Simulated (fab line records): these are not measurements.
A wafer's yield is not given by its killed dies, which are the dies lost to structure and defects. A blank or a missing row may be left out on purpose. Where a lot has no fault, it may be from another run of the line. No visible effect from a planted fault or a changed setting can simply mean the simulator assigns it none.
Chamber matching -- flow sky130 -- 4 sister chambers for SKY_LI_CONTACT_CMP_02 on cmp-01
The step polishes PSG. 4 wafers are shown with their chamber, then 9 later ones without.

WAFERS PAIRED WITH THEIR CHAMBERS
wafer,chamber,motor_current_A (A)
L434.3,0,11.6
L443.1,3,15.8
L445.2,1,11.6
L445.6,2,11.6

WAFERS WITHOUT THEIR CHAMBER
wafer,motor_current_A (A)
L448.3,12.3
L448.5,11.9
L448.6,11.4
L449.3,16.4
L449.4,12.0
L449.5,12.1
L450.2,15.9
L450.3,12.0
L450.4,11.7

WHICH CHAMBER EACH WENT THROUGH
wafer,from the rows above,in truth
L448.3,can't be placed: 0 or 1 or 2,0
L448.5,can't be placed: 0 or 1 or 2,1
L448.6,can't be placed: 0 or 1 or 2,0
L449.3,3,3
L449.4,can't be placed: 0 or 1 or 2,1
L449.5,can't be placed: 0 or 1 or 2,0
L450.2,3,3
L450.3,can't be placed: 0 or 1 or 2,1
L450.4,can't be placed: 0 or 1 or 2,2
Correctly placed: 2 of 9. Not placeable from these rows: 7 (in 7, the candidates include the true chamber). Number placed wrongly: 0.
How it was worked out, from the rows above alone: a wafer's distance from a chamber is the root of the sum, over the readings, of the square of ((its reading less the chamber's mean) divided by the reading's scatter). The wafer belongs to the nearest chamber; if the next one is less than 2 further off, it can't be placed. Each chamber's mean is taken over the wafers shown for it. The scatter: with one shown wafer a chamber, the root of the mean of the squares of how far each hidden wafer lies from its nearest shown one.
